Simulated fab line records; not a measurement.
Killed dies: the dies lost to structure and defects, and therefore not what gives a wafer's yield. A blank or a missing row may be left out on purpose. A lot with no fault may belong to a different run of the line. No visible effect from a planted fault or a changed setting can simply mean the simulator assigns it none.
Lot-split experiment | flow gf180mcu | 23 wafers read across 5 lots, on a route 602 steps long

## ABOUT THE SPLIT
At GF_HV_LDD_IMPLANT_48, the setting energyKev was moved away from the recipe's 25 on 9 of the 23 wafers read, by -4.3% to +3.4%. All remaining wafers had this setting at the recipe value.

The reading comes from the split's own step.

## THE READING
In nm, at GF_HV_LDD_IMPLANT_48: implant.drpNm, which is the simulator's own figure and was read by no gauge. No usual value for it is given in the file.

wafer  | tool, chamber at the split | energyKev as run | against the recipe | implant.drpNm, nm | against lot-mates on the recipe
L074.1 | implanter-02, 0            | 25.85            | +3.4%              | 37.04             | +1.42
L074.2 | implanter-02, 0            | 25.85            | +3.4%              | 37.04             | +1.42
L074.6 | implanter-02, 0            | 25.85            | +3.4%              | 37.04             | +1.42
L074.3 | implanter-02, 0            | 25               | recipe             | 35.62             | -
L074.4 | implanter-02, 0            | 25               | recipe             | 35.62             | -
L075.1 | implanter-01, 0            | 25.85            | +3.4%              | 37.04             | +1.42
L075.2 | implanter-01, 0            | 25.85            | +3.4%              | 37.04             | +1.42
L075.6 | implanter-01, 0            | 25.85            | +3.4%              | 37.04             | +1.42
L075.3 | implanter-01, 0            | 25               | recipe             | 35.62             | -
L075.5 | implanter-01, 0            | 25               | recipe             | 35.62             | -
L077.1 | implanter-01, 0            | 25               | recipe             | 35.62             | -
L077.2 | implanter-01, 0            | 25               | recipe             | 35.62             | -
L077.4 | implanter-01, 0            | 25               | recipe             | 35.62             | -
L077.5 | implanter-01, 0            | 25               | recipe             | 35.62             | -
L077.6 | implanter-01, 0            | 25               | recipe             | 35.62             | -
L080.1 | implanter-04, 0            | 25               | recipe             | 35.62             | -
L080.3 | implanter-04, 0            | 25               | recipe             | 35.62             | -
L080.5 | implanter-04, 0            | 25               | recipe             | 35.62             | -
L081.1 | implanter-01, 0            | 23.92            | -4.3%              | 33.82             | -1.80
L081.2 | implanter-01, 0            | 23.92            | -4.3%              | 33.82             | -1.80
L081.6 | implanter-01, 0            | 23.92            | -4.3%              | 33.82             | -1.80
L081.3 | implanter-01, 0            | 25               | recipe             | 35.62             | -
L081.4 | implanter-01, 0            | 25               | recipe             | 35.62             | -

THE FIT
A straight line over all 23 wafers: implant.drpNm changes by +0.417 nm for each +1% of energyKev; r = +1.00; the points scatter about the line by 0.00094 nm.
The same after taking each lot's own level away (the mean of its wafers on the recipe; 23 wafers): +0.417 nm for each +1%; r = +1.00; scatter 0.00094 nm.
According to that fit, moving energyKev by its largest amount changes the reading by 1.8 nm.
The lots' own levels span 35.620 to 35.620 nm.
The two slopes are in agreement: the lot-to-lot level therefore moves the slope only a little.
Check: -1.8 nm against its lot-mates is what the line predicts for one of the wafers moved furthest among these (-4.3%) when that wafer is left out of the fit. Against them it came out at -1.8 nm.

## THESE WAFERS: OTHER SPLITS
Before the reading, these wafers also passed through other splits. Each is held against what the fit with the lots' levels taken away leaves over:
other split on the same wafers    | wafers away from the commonest value | r with implant.drpNm (lot level and that fit taken away)
GF_POLY_GATE_OXIDATION_16 tempC   | 15                                   | +0.07
GF_HV_LDD_DEVELOP_06 developTimeS | 7                                    | -0.05
GF_HV_LDD_COAT_26 resistThkNm     | 9                                    | -0.52
GF_HV_LDD_IMPLANT_34 tiltDeg      | 6                                    | -0.23
GF_HV_LDD_COAT_41 spinRpm         | 11                                   | +0.02

## THE WHOLE CHAIN: every reading that the file lists as answering this split, in the file's order
step                 | what it does | reading                                                        | change (the file's fit)               | r (the file's)
GF_HV_LDD_IMPLANT_48 |              | implant.rpNm (the simulator's own value, which no gauge read)  | +0.8 nm for each +1% of the setting   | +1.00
GF_HV_LDD_IMPLANT_48 |              | implant.drpNm (the simulator's own value, which no gauge read) | +0.417 nm for each +1% of the setting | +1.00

## FILE'S OWN FIT
implant.drpNm changes by +0.417 nm for each +1% of energyKev, r = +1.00.
